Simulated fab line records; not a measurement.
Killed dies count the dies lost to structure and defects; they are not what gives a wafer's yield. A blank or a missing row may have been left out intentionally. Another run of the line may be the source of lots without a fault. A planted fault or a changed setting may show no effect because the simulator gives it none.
Split-lot study | flow gf180mcu | 23 wafers read from 5 lots, route of 602 steps

== ABOUT THE SPLIT ==
At GF_SAB_COAT_04 (resist thk 1000 nm), the setting resist_thk_nm was moved away from the recipe's 1000 nm on 9 of the 23 wafers read, by -2.3% to +3.3%. For the rest of the wafers, this setting stayed at what the recipe calls for.

The reading comes from the split's own step.

== THE READING ==
NOVOLAK_of_SAB_COAT_04.thk_nm (the simulator's own value, which no gauge read), in nm, at GF_SAB_COAT_04 (resist thk 1000 nm). The file gives no usual value for it. Here, 14 wafers ran the recipe; their average is 1002.3 nm with a standard deviation of 3.3 nm.

wafer  | tool, chamber at the split | resist_thk_nm as run, nm | against the recipe | NOVOLAK_of_SAB_COAT_04.thk_nm, nm | against lot-mates on the recipe
L075.1 | litho_track-04, 0          | 1000                     | recipe             | 1003                              | -
L075.4 | litho_track-04, 0          | 1000                     | recipe             | 1001                              | -
L075.6 | litho_track-04, 0          | 1000                     | recipe             | 1000                              | -
L077.1 | litho_track-04, 0          | 1033                     | +3.3%              | 1031                              | +33.5
L077.2 | litho_track-04, 0          | 1000                     | recipe             | 996                               | -
L077.3 | litho_track-04, 0          | 1000                     | recipe             | 999                               | -
L077.5 | litho_track-04, 0          | 1033                     | +3.3%              | 1029                              | +31.5
L077.6 | litho_track-04, 0          | 1033                     | +3.3%              | 1032                              | +34.5
L078.1 | litho_track-03, 0          | 1000                     | recipe             | 997.2                             | -
L078.2 | litho_track-03, 0          | 976.9                    | -2.3%              | 977.7                             | -20.9
L078.3 | litho_track-03, 0          | 976.9                    | -2.3%              | 972.3                             | -26.3
L078.4 | litho_track-03, 0          | 976.9                    | -2.3%              | 975.4                             | -23.2
L078.6 | litho_track-03, 0          | 1000                     | recipe             | 1000                              | -
L079.1 | litho_track-02, 0          | 1033                     | +3.3%              | 1035                              | +30.5
L079.2 | litho_track-02, 0          | 1033                     | +3.3%              | 1038                              | +33.5
L079.3 | litho_track-02, 0          | 1033                     | +3.3%              | 1038                              | +33.5
L079.4 | litho_track-02, 0          | 1000                     | recipe             | 1005                              | -
L079.5 | litho_track-02, 0          | 1000                     | recipe             | 1004                              | -
L083.2 | litho_track-03, 0          | 1000                     | recipe             | 1006                              | -
L083.3 | litho_track-03, 0          | 1000                     | recipe             | 1004                              | -
L083.4 | litho_track-03, 0          | 1000                     | recipe             | 1005                              | -
L083.5 | litho_track-03, 0          | 1000                     | recipe             | 1005                              | -
L083.6 | litho_track-03, 0          | 1000                     | recipe             | 1007                              | -

FIT RESULTS
A straight line over all 23 wafers: NOVOLAK_of_SAB_COAT_04.thk_nm changes by +10.1 nm for each +1% of resist_thk_nm; r = +0.98; the points scatter about the line by 3.7 nm.
The same after taking each lot's own level away (the mean of its wafers on the recipe; 23 wafers): +10 nm for each +1%; r = +1.00; scatter 1.5 nm.
On that fit, the largest move of resist_thk_nm shifts the reading by 33 nm.
The span of the lots' own levels, 997.50 to 1005.40 nm, comes to 2.4 times the standard deviation stated above.
So the lot-to-lot level changes the slope little: the two slopes agree.
Check: with one of the wafers moved furthest among these (+3.3%) left out of the fit, the line predicts +32.8 nm for it against its lot-mates. Against them it came out at +33.5 nm.

== FURTHER SPLITS ON THESE WAFERS ==
Other splits were also applied to these wafers ahead of the reading. Each is held against what the fit with the lots' levels taken away leaves over:
other split on the same wafers  | wafers away from the commonest value | r with NOVOLAK_of_SAB_COAT_04.thk_nm (lot level and that fit taken away)
GF_HV_LDD_IMPLANT_09 dose_cm2   | 6                                    | +0.12
GF_HV_LDD_IMPLANT_21 energy_kev | 9                                    | +0.15
GF_HV_LDD_DEVELOP_45 dev_temp_c | 5                                    | +0.02
GF_HV_LDD_IMPLANT_48 dose_cm2   | 9                                    | -0.02
GF_NSD_COAT_02 resist_thk_nm    | 8                                    | -0.42
GF_NSD_IMPLANT_09 dose_cm2      | 10                                   | -0.09
GF_PSD_SOFTBAKE_03 temp_c       | 11                                   | -0.10
GF_PSD_IMPLANT_09 tilt_deg      | 7                                    | -0.30

== THE WHOLE CHAIN: every reading that the file lists as answering this split, in the file's order ==
step            | what it does       | reading                                                                        | change (the file's fit)              | r (the file's)
GF_SAB_COAT_04  | resist thk 1000 nm | NOVOLAK_of_SAB_COAT_04.thk_nm (the simulator's own value, which no gauge read) | +10 nm for each +1% of the setting   | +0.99
GF_SAB_STRIP_13 | strips in O2/N2    | strip_time_to_endpoint_s                                                       | withheld for each +1% of the setting | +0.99

== FILE'S OWN FIT ==
NOVOLAK_of_SAB_COAT_04.thk_nm changes by +10 nm for each +1% of resist_thk_nm, r = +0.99.
